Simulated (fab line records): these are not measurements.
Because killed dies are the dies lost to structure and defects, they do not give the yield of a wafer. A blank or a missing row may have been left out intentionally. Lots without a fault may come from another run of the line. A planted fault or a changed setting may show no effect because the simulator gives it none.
Which tool is to blame? | flow sky130 | 36 wafers from 12 lots sampled at 4 of the route's 708 steps

WHAT THE GAUGES READ, wafer by wafer
SKY_VIA2_RS_MEAS_22: uses a four-point probe to measure.
lot  | measured     | on            | VIA2_W_RS (ohm/sq)
L075 | day 36 11:57 | film-metro-02 | 0.276 0.270 0.272
L077 | day 37 10:15 | film-metro-03 | 0.276 0.275 0.272
L080 | day 38 06:03 | film-metro-02 | 0.272 0.267 0.272
L081 | day 39 07:20 | film-metro-02 | 0.268 0.261 0.261
L083 | day 39 08:10 | film-metro-01 | 0.275 0.265 0.268
L085 | day 40 02:53 | film-metro-03 | 0.270 0.262 0.260
L087 | day 40 15:04 | film-metro-01 | 0.270 0.265 0.263
L089 | day 40 23:32 | film-metro-02 | 0.273 0.276 0.271
L091 | day 41 13:00 | film-metro-03 | 0.274 0.268 0.266
L093 | day 42 04:38 | film-metro-02 | 0.268 0.274 0.266
L095 | day 42 10:11 | film-metro-03 | 0.266 0.269 0.260
L097 | day 43 03:50 | film-metro-01 | 0.265 0.265 0.270

WHICH TOOL RAN EACH LOT (tool, then ch and the chambers of the sampled wafers, then the start)
lot  | SKY_LOCAL_INTERCONNECT_SPUTTER_00 | SKY_CONTACT_ETCH_18                           | SKY_CONTACT_STRIP_19
L075 | pvd-sputter-02, day 29 08:10      | rie-diel-03 ch 1,3, day 31 17:35 or earlier   | plasma-asher-04 ch 0,1, day 31 17:35
L077 | pvd-sputter-03, day 30 08:06      | rie-diel-04 ch 1,2,3, day 32 16:41 or earlier | plasma-asher-03 ch 0,1, day 32 16:41
L080 | pvd-sputter-03, day 31 04:08      | rie-diel-02 ch 1,3, day 33 12:46 or earlier   | plasma-asher-02 ch 0,1, day 33 12:46
L081 | pvd-sputter-02, day 32 07:12      | rie-diel-02 ch 0,2,3, day 34 15:10 or earlier | plasma-asher-02 ch 0,1, day 34 15:10
L083 | pvd-sputter-02, day 32 11:27      | rie-diel-03 ch 0,1,2, day 34 17:46 or earlier | plasma-asher-04 ch 0,1, day 34 17:46
L085 | pvd-sputter-02, day 33 06:34      | rie-diel-03 ch 0,1, day 35 13:28 or earlier   | plasma-asher-04 ch 0,1, day 35 13:28
L087 | pvd-sputter-02, day 33 20:01      | rie-diel-03 ch 1,3, day 36 02:18 or earlier   | plasma-asher-02 ch 0,1, day 36 02:18
L089 | pvd-sputter-03, day 34 05:25      | rie-diel-02 ch 2,3, day 36 12:12 or earlier   | plasma-asher-03 ch 0,1, day 36 12:12
L091 | pvd-sputter-03, day 34 20:45      | rie-diel-02 ch 2,3, day 37 03:26 or earlier   | plasma-asher-04 ch 0,1, day 37 03:26
L093 | pvd-sputter-03, day 35 14:09      | rie-diel-02 ch 0,1,3, day 37 19:38 or earlier | plasma-asher-02 ch 0,1, day 37 19:38
L095 | pvd-sputter-04, day 35 21:11      | rie-diel-02 ch 1,2, day 38 03:34 or earlier   | plasma-asher-04 ch 0,1, day 38 03:34
L097 | pvd-sputter-03, day 36 14:59      | rie-diel-03 ch 1,2, day 38 20:05 or earlier   | plasma-asher-04 ch 0, day 38 20:05
- SKY_LOCAL_INTERCONNECT_SPUTTER_00: material TiN, target thk 100 nm, time 83.3 s.
- SKY_CONTACT_ETCH_18: etches Si3N4 in CHF3/O2, stops on TiN, time 39 s, target depth 75 nm.
- SKY_CONTACT_STRIP_19: strips in O2/N2.

THE ANSWER, worked out from the rows above alone
Rule: the lots themselves supply what counts as usual. Put in order of their means at a reading, lots are off if they are a third of the lots or fewer, leave a main group of 4 or more, and stand apart from it by a gap of 3 or more times the standard deviation of the main group's means; of several such gaps the widest counts. If all means in a main group match to the digits the tables above print for the reading, that group is not used. A lot without any number at a reading at which 4 lots or more have one is off too. Where the step has rows for the other lots, those lots are counted as sound.
Across all readings shown, no lot is off: no conclusion can be drawn from this.

WHAT THE SIMULATOR PUT IN
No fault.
